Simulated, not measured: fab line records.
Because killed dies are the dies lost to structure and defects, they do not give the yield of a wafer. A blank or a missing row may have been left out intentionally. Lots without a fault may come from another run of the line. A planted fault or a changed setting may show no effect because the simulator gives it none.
Which of the tools did it? :: flow gf180mcu :: 12 lots, 36 wafers sampled, at 1 step of a route of 602

WHAT EACH GAUGE READ, for each wafer
GF_CONTACT_THK_MEAS_01.
lot: L075
measured: day 16 02:51
on: filmMetro-04
CONTACT_CVD_00_THK (nm): 299.3 298.9 299.4

lot: L077
measured: day 16 18:35
on: filmMetro-02
CONTACT_CVD_00_THK (nm): 298.8 296.9 298.6

lot: L079
measured: day 17 11:13
on: filmMetro-02
CONTACT_CVD_00_THK (nm): 301.1 298.0 297.4

lot: L081
measured: day 18 08:10
on: filmMetro-02
CONTACT_CVD_00_THK (nm): 299.3 303.2 300.8

lot: L083
measured: day 19 00:56
on: filmMetro-01
CONTACT_CVD_00_THK (nm): 297.9 292.4 297.3

lot: L085
measured: day 19 12:05
on: filmMetro-01
CONTACT_CVD_00_THK (nm): 298.7 298.3 298.7

lot: L087
measured: day 20 09:55
on: filmMetro-04
CONTACT_CVD_00_THK (nm): 297.9 298.7 299.0

lot: L089
measured: day 21 03:36
on: filmMetro-01
CONTACT_CVD_00_THK (nm): 300.6 303.5 303.1

lot: L091
measured: day 21 19:59
on: filmMetro-02
CONTACT_CVD_00_THK (nm): 295.9 295.2 294.5

lot: L093
measured: day 22 10:17
on: filmMetro-04
CONTACT_CVD_00_THK (nm): 300.8 298.8 303.4

lot: L095
measured: day 23 04:46
on: filmMetro-01
CONTACT_CVD_00_THK (nm): 299.9 303.5 301.4

lot: L097
measured: day 23 17:23
on: filmMetro-04
CONTACT_CVD_00_THK (nm): 300.6 296.2 303.1

TOOL THAT RAN EACH LOT (tool first, then ch and the chambers of the sampled wafers, then the start)
Record: no process step prior to these readings.

THE ANSWER, worked out from the rows above alone
Rule: the usual values come from the lots themselves. Put in order of their means at a reading, lots are off if they are a third of the lots or fewer, leave a main group of 4 or more, and stand apart from it by a gap of 3 or more times the standard deviation of the main group's means; of several such gaps the widest counts. A main group whose means are all the same, to the digits that the tables above print for the reading, isn't used. A lot without any number at a reading at which 4 lots or more have one is off too. All remaining lots with rows at the step are treated as sound.
None of the lots is off at any reading shown; this tells nothing.

WHAT THE SIMULATOR HAD PUT IN
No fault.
